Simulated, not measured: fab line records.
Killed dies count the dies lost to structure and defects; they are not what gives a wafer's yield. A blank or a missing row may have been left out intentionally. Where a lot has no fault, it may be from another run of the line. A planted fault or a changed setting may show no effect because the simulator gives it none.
fab line records	flow gf180mcu
record: lots: 15	wafers: 45	last_day: 34
route steps=602 shown NSD@241 SAB@277 CONTACT@305 M1@316
lots untouched by any fault: they come from a run of this same line in which no faults occurred
start_h: start of the lot's first displayed wafer, in hours after the record's first day	wait_h: time in hours since the lot's previous step	" same as the row above	L1.1+2: a single row standing in for several wafers	- no value, or no start given	* or withheld: withheld	< > ~ a bound
route shown NAME@n: NAME is a module with steps in the file, n the number in the route of the first one	usual: average and standard deviation across the fault-free wafers	same: alike in all rows	chamber/n: place in a boat	sites: each site's reading	_std_site: the values' standard deviation	_edge_site: outer sites' mean less inner sites'	radius_mm: for every site, how far away it sits from the centre of the wafer	mask NAME#n: copy n	behind: the last tool/chamber to shape the wafer	hold: what put the lot on hold/how long, in hours/how the hold closed	device: transistor that didn't switch, given as n, p or np	end of line: at the end of the route, the tests of the same wafers	a step with no rows: only its recipe	killed: not the wafer's yield, but the dies lost to structure and defects at the first sort	map: the dies of a wafer, with x for killed, . for not killed, _ for no die there
set.NAME: the setting as run; set.NAME@STEP: as run at that earlier step	model.NAME: the simulator's own value behind a step, which no gauge read
the route's steps for a sample of lots (tables are steps, rows are wafers)
services: the hour from which a tool's chamber was out of use, counted from the record's first day as start_h (under 0 if before that day), plus the number of hours and why
== steps ==
step: GF_NSD_DEVELOP_06
recipe: develop_time_s: 60	dev_temp_c: 23
usual: chill_plate_temp_C: 23.03/0.1	develop_time_s: 60/0
lot.wafer	tool	chamber	start_h	wait_h	chill_plate_temp_C	develop_time_s
L763.2	litho_track-02	0	309.33	0.1	23.15	60
L763.4	"	0	"	"	22.95	60
L763.5	"	0	"	"	23.04	60
L764.2	litho_track-01	0	316.49	0.1	22.96	60
L764.4	"	0	"	"	22.81	60
L764.5	"	0	"	"	23.05	60
L766.2	litho_track-02	0	332.88	0.1	22.96	60
L766.3	"	0	"	"	22.93	60
L766.6	"	0	"	"	22.87	60
L767.2	litho_track-01	0	335.74	0.1	23.15	60
L767.3	"	0	"	"	23.13	60
L767.6	"	0	"	"	23.14	60
L768.3	litho_track-04	0	350.69	0.1	22.93	60
L768.5	"	0	"	"	23.00	60
L768.6	"	0	"	"	22.94	60
L770.1	litho_track-02	0	373.40	0.1	23.11	60
L770.2	"	0	"	"	23.07	60
L770.6	"	0	"	"	22.78	60
L772.3	litho_track-04	0	386.44	0.1	23.00	60
L772.4	"	0	"	"	22.94	60
L772.6	"	0	"	"	22.94	60
L777.2	litho_track-01	0	430.99	0.1	22.92	60
L777.4	"	0	"	"	23.21	60
L777.6	"	0	"	"	23.00	60
L776.2	litho_track-01	-	432.54	0.1	-	-
L776.3	"	-	"	"	-	-
L776.6	"	-	"	"	-	-
L778.2	litho_track-01	-	436.29	0.1	-	-
L778.3	"	-	"	"	-	-
L778.4	"	-	"	"	-	-
L780.2	litho_track-02	-	454.53	0.1	-	-
L780.3	"	-	"	"	-	-
L780.5	"	-	"	"	-	-
L781.1	litho_track-02	0	462.75	0.1	23.08	60
L781.3	"	0	"	"	22.86	60
L781.6	"	0	"	"	22.86	60
L782.2	litho_track-04	0	470.82	0.1	23.14	60
L782.5	"	0	"	"	22.97	60
L782.6	"	0	"	"	22.99	60
L783.2	litho_track-01	0	477.59	0.1	23.00	60
L783.4	"	0	"	"	23.13	60
L783.6	"	0	"	"	23.07	60
L784.3	litho_track-02	0	490.20	0.1	23.08	60
L784.4	"	0	"	"	22.90	60
L784.5	"	0	"	"	23.01	60
step: GF_SAB_STRIP_13
recipe: chemistry: O2/N2	power_w: 1400	pressure_mtorr: 1500	platen_temp_c: 250	o2_flow_sccm: 3000	n2_flow_sccm: 300	overash_fraction: 0.5
usual: drypump_motor_current_A: 5.8/0.45	heater_power_w: 329/34	o2_flow_sccm: 3000/9.2	oes_product_au: 0.710/0.005	platen_temp_c: 250.00/0.17	strip_time_to_endpoint_s: 12.613/0.029
lot.wafer	tool	chamber	start_h	wait_h	drypump_motor_current_A	heater_power_w	o2_flow_sccm	oes_product_au	platen_temp_c	rf_hours_counter_h	strip_time_to_endpoint_s
L763.2	plasma_asher-02	1	354.04	0.0	5.4	288	2995	0.709	250.25	22	12.646
L763.4	"	1	"	"	5.4	282	2997	0.712	250.08	-	12.597
L763.5	"	1	"	"	5.4	287	3006	0.716	249.95	-	12.632
L764.2	plasma_asher-02	0	361.27	0.0	6.4	369	2993	0.712	250.03	23	12.671
L764.4	"	1	"	"	5.4	287	2990	0.713	249.74	-	12.651
L764.5	"	0	"	"	6.4	373	3006	0.716	250.07	-	12.609
L766.2	plasma_asher-03	1	378.90	0.0	5.4	395	2989	0.714	249.91	79	12.653
L766.3	"	0	"	"	6.0	306	3005	0.703	249.81	-	12.613
L766.6	"	1	"	"	5.4	405	2999	0.711	249.81	-	12.618
L767.2	plasma_asher-01	1	381.54	0.0	5.2	342	3006	0.716	250.18	69	12.581
L767.3	"	0	"	"	6.2	311	3001	0.711	250.11	-	12.609
L767.6	"	1	"	"	5.2	338	2992	0.704	250.05	-	12.665
L768.3	plasma_asher-02	1	397.52	0.0	5.4	289	3000	0.703	250.21	-	12.591
L768.5	"	0	"	"	6.3	374	2999	0.704	249.91	-	12.630
L768.6	"	1	"	"	5.4	279	3003	0.708	249.93	-	12.650
L770.1	plasma_asher-01	1	420.79	0.0	5.2	341	2986	0.704	249.78	73	12.578
L770.2	"	0	"	"	6.1	303	3008	0.711	249.97	73	12.623
L770.6	"	0	"	"	6.2	309	2997	0.705	250.07	-	12.579
L772.3	plasma_asher-03	0	435.93	0.0	6.1	303	3007	0.703	250.01	-	12.594
L772.4	"	1	"	"	5.4	366	3002	0.715	249.88	-	12.594
L772.6	"	0	"	"	6.1	304	3009	0.703	249.92	-	12.588
L777.2	plasma_asher-02	0	481.95	0.0	6.3	368	2996	0.710	250.08	35	12.591
L777.4	"	1	"	"	5.4	290	3004	0.705	249.83	-	12.586
L777.6	"	0	"	"	6.3	354	2998	0.714	249.84	-	12.574
L776.2	plasma_asher-01	1	482.93	0.0	5.2	329	2987	0.705	250.03	80	12.652
L776.3	"	1	"	"	5.2	339	3016	0.710	249.85	-	12.623
L776.6	"	0	"	"	6.1	306	3004	0.715	250.10	-	12.654
L778.2	plasma_asher-01	1	486.40	0.0	5.2	338	2997	0.707	249.82	80	12.616
L778.3	"	0	"	"	6.2	302	2990	0.718	250.09	-	12.598
L778.4	"	1	"	"	5.1	341	2978	0.713	249.92	-	12.634
L780.2	plasma_asher-02	0	503.81	0.0	6.3	370	2995	0.714	249.89	38	12.634
L780.3	"	0	"	"	6.3	365	2986	0.717	249.60	-	12.629
L780.5	"	1	"	"	5.4	288	3016	0.716	250.03	-	12.609
L781.1	plasma_asher-01	0	510.72	0.0	6.1	303	2988	0.711	249.96	83	12.648
L781.3	"	0	"	"	6.1	308	3001	0.725	249.90	-	12.625
L781.6	"	0	"	"	6.2	308	3007	0.707	249.98	-	12.612
L782.2	plasma_asher-02	0	519.52	0.0	6.3	372	3016	0.701	249.96	39	12.617
L782.5	"	1	"	"	5.4	287	3008	0.718	250.01	-	12.589
L782.6	"	0	"	"	6.4	356	3009	0.711	250.35	-	12.628
L783.2	plasma_asher-02	0	526.36	0.0	6.4	368	3004	0.707	250.15	40	12.641
L783.4	"	1	"	"	5.4	288	2995	0.706	249.99	-	12.603
L783.6	"	1	"	"	5.4	288	2995	0.714	250.00	-	12.662
L784.3	plasma_asher-03	1	538.65	0.0	5.4	380	2994	0.711	250.05	-	12.669
L784.4	"	0	"	"	6.0	299	3001	0.709	249.76	-	12.631
L784.5	"	1	"	"	5.4	375	2989	0.715	250.03	-	12.613
step: GF_CONTACT_STRIP_18
recipe: chemistry: O2/N2	power_w: 1400	pressure_mtorr: 1500	platen_temp_c: 250	o2_flow_sccm: 3000	n2_flow_sccm: 300	overash_fraction: 0.5
usual: drypump_motor_current_A: 5.6/0.39	heater_power_w: 321/33	o2_flow_sccm: 3000/9.2	oes_product_au: 0.581/0.0046	platen_temp_c: 249.99/0.19
lot.wafer	tool	chamber	start_h	wait_h	drypump_motor_current_A	heater_power_w	o2_flow_sccm	oes_product_au	platen_temp_c	rf_hours_counter_h
L763.2	plasma_asher-03	0	378.35	-	6.0	294	2999	0.579	250.21	79
L763.4	"	1	"	"	5.4	397	3012	0.593	250.22	-
L763.5	"	0	"	"	6.0	307	2992	0.580	250.16	-
L764.2	plasma_asher-04	1	385.96	-	5.8	316	3008	0.579	250.35	64
L764.4	"	0	"	"	5.2	280	2978	0.580	250.11	-
L764.5	"	1	"	"	5.8	315	2999	0.581	250.38	-
L766.2	plasma_asher-04	1	404.11	-	5.8	314	3000	0.575	250.20	66
L766.3	"	0	"	"	5.2	276	3005	0.582	250.08	-
L766.6	"	0	"	"	5.2	279	3004	0.584	249.98	-
L767.2	plasma_asher-03	0	406.90	-	6.0	303	3003	0.583	250.29	82
L767.3	"	0	"	"	6.0	304	2998	0.588	250.15	-
L767.6	"	1	"	"	5.4	394	2994	0.590	250.00	-
L768.3	plasma_asher-04	0	422.88	-	5.2	280	2993	0.582	250.03	-
L768.5	"	1	"	"	5.8	317	2997	0.581	249.96	-
L768.6	"	0	"	"	5.2	281	2996	0.580	249.86	-
L770.1	plasma_asher-01	0	447.21	-	6.2	305	3002	0.585	250.09	76
L770.2	"	1	"	"	5.2	343	2984	0.583	249.79	76
L770.6	"	1	"	"	5.2	336	2987	0.578	249.96	-
L772.3	plasma_asher-01	0	462.36	-	6.2	299	2990	0.588	250.02	-
L772.4	"	1	"	"	5.1	336	2996	0.580	249.95	-
L772.6	"	1	"	"	5.1	347	3001	0.583	250.24	-
L777.2	plasma_asher-01	0	507.20	-	6.1	304	3008	0.583	249.97	82
L777.4	"	0	"	"	6.1	304	3013	0.586	249.84	-
L777.6	"	0	"	"	6.2	308	3025	0.579	250.03	-
L776.2	plasma_asher-01	0	508.61	-	6.2	305	3002	0.583	249.81	82
L776.3	"	1	"	"	5.2	343	3000	0.583	249.94	-
L776.6	"	1	"	"	5.2	344	2989	0.581	249.95	-
L778.2	plasma_asher-03	1	511.20	-	5.4	380	2989	0.580	249.84	8
L778.3	"	0	"	"	6.0	301	3011	0.576	250.05	-
L778.4	"	1	"	"	5.4	368	2994	0.581	249.92	-
L780.2	plasma_asher-03	1	528.45	-	5.4	381	2992	0.579	249.86	10
L780.3	"	0	"	"	6.0	293	2994	0.585	249.92	-
L780.5	"	0	"	"	6.0	306	2995	0.580	249.81	-
L781.1	plasma_asher-03	0	536.26	-	6.1	299	2997	0.582	250.18	11
L781.3	"	1	"	"	5.4	373	2989	0.581	250.06	-
L781.6	"	0	"	"	6.1	302	3004	0.580	249.86	-
L782.2	plasma_asher-03	0	543.60	-	6.0	301	3002	0.584	250.20	12
L782.5	"	0	"	"	6.0	302	3001	0.582	249.83	-
L782.6	"	1	"	"	5.4	372	2993	0.583	249.83	-
L783.2	plasma_asher-01	0	550.57	-	6.2	310	2996	0.586	250.05	87
L783.4	"	1	"	"	5.2	336	2993	0.590	249.86	-
L783.6	"	0	"	"	6.2	298	2993	0.576	250.00	-
L784.3	plasma_asher-04	0	562.69	-	5.2	273	3007	0.585	250.11	-
L784.4	"	1	"	"	5.8	311	3000	0.574	249.77	-
L784.5	"	1	"	"	5.8	318	3011	0.587	249.96	-
step: GF_M1_SPUTTER_01
recipe: material: TiN	target_thk_nm: 30	power_w: 6500	time_s: 25	chamber_pressure_pa: 0.4
usual: chamber_pressure_pa: 0.4000/0.00081	throttle_valve_pct: 29.9/1.1
lot.wafer	tool	chamber	start_h	wait_h	chamber_pressure_pa	throttle_valve_pct
L763.2	pvd_sputter-01	-	379.43	0.1	0.4010	28.7
L763.4	"	-	"	"	0.3994	30.4
L763.5	"	-	"	"	0.3990	30.3
L764.2	pvd_sputter-01	-	387.04	0.1	0.3989	29.3
L764.4	"	-	"	"	0.4001	27.7
L764.5	"	-	"	"	0.3998	29.0
L766.2	pvd_sputter-02	-	405.19	0.1	0.4001	28.8
L766.3	"	-	"	"	0.3993	31.6
L766.6	"	-	"	"	0.3986	31.5
L767.2	pvd_sputter-02	-	407.98	0.1	0.4000	29.0
L767.3	"	-	"	"	0.3991	29.9
L767.6	"	-	"	"	0.4001	28.7
L768.3	pvd_sputter-01	-	423.93	0.1	0.4003	29.4
L768.5	"	-	"	"	0.3984	30.6
L768.6	"	-	"	"	0.3997	29.4
L770.1	pvd_sputter-01	-	448.38	0.1	0.3997	27.8
L770.2	"	-	"	"	0.4001	28.8
L770.6	"	-	"	"	0.4008	27.9
L772.3	pvd_sputter-02	-	463.40	0.1	0.4002	31.6
L772.4	"	-	"	"	0.3996	29.0
L772.6	"	-	"	"	0.3999	31.4
L777.2	pvd_sputter-01	-	508.28	0.1	0.3992	28.8
L777.4	"	-	"	"	0.3993	29.3
L777.6	"	-	"	"	0.3989	28.9
L776.2	pvd_sputter-03	-	509.69	0.1	0.4009	30.2
L776.3	"	-	"	"	0.3993	29.7
L776.6	"	-	"	"	0.3991	30.6
L778.2	pvd_sputter-01	-	512.36	0.1	0.3995	28.6
L778.3	"	-	"	"	0.4005	30.5
L778.4	"	-	"	"	0.3994	28.0
L780.2	pvd_sputter-03	-	529.53	0.1	0.4003	29.7
L780.3	"	-	"	"	0.3989	30.4
L780.5	"	-	"	"	0.4005	29.5
L781.1	pvd_sputter-02	-	537.34	0.1	0.4014	31.3
L781.3	"	-	"	"	0.4000	31.1
L781.6	"	-	"	"	0.3998	30.6
L782.2	pvd_sputter-03	-	544.68	0.1	0.4000	29.8
L782.5	"	-	"	"	0.3996	29.7
L782.6	"	-	"	"	0.4003	29.9
L783.2	pvd_sputter-03	-	551.66	0.1	0.3997	30.1
L783.4	"	-	"	"	0.4005	29.7
L783.6	"	-	"	"	0.4006	30.5
L784.3	pvd_sputter-01	-	563.74	0.1	0.3991	28.8
L784.4	"	-	"	"	0.3991	29.4
L784.5	"	-	"	"	0.3996	30.2
== services ==
tool	chamber	start_h	hours	kind
plasma_asher-03	-	296.93	3.7	repair
pvd_sputter-02	-	319.46	6.3	repair
litho_track-04	-	321.75	-	consumable_replace:filter
plasma_asher-03	-	339.10	4.8	pm
plasma_asher-03	-	351.34	0.7	repair
plasma_asher-02	-	394.79	2.1	repair
pvd_sputter-01	-	397.90	5.5	repair
litho_track-01	-	404.24	-	consumable_replace:filter
pvd_sputter-01	-	412.35	1.8	repair
plasma_asher-03	-	421.25	9.0	pm
plasma_asher-03	0	421.25	9.0	vent_cycle
plasma_asher-03	1	421.25	9.0	vent_cycle
plasma_asher-03	0	430.25	-	clean
plasma_asher-03	1	430.25	-	clean
litho_track-01	-	523.46	-	consumable_replace:filter
== key ==
first_sign: step: GF_NSD_DEVELOP_06	reading: tool_record	direction: missing
effect none on later readings
met_at GF_NSD_DEVELOP_06
struck_lots L776,L778,L780
sort_left_out L776.2,L776.3,L776.6,L778.2,L778.3,L778.4,L780.2,L780.3,L780.5
tester_left_out L776,L778,L780
not_acting_at GF_SAB_STRIP_13,GF_CONTACT_STRIP_18,GF_M1_SPUTTER_01
onset_between 430.99 432.54
fault: kind: skipped_step_whole	tool: litho_track-01,litho_track-02	chamber: -	onset_h: 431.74	steps: GF_NSD_DEVELOP_06	scope: struck_lots_only
tester_left_out: of these lots the tester's yield and bins aren't shown, on N5 and GAA mostly nor the transistor test; their killed dies are dies lost to structure and defects alone, not to doping, threshold or leakage, so they don't give the yield
sort_left_out: the simulated sort isn't trusted on such a fault, so these wafers' sort isn't shown, and their yield isn't known
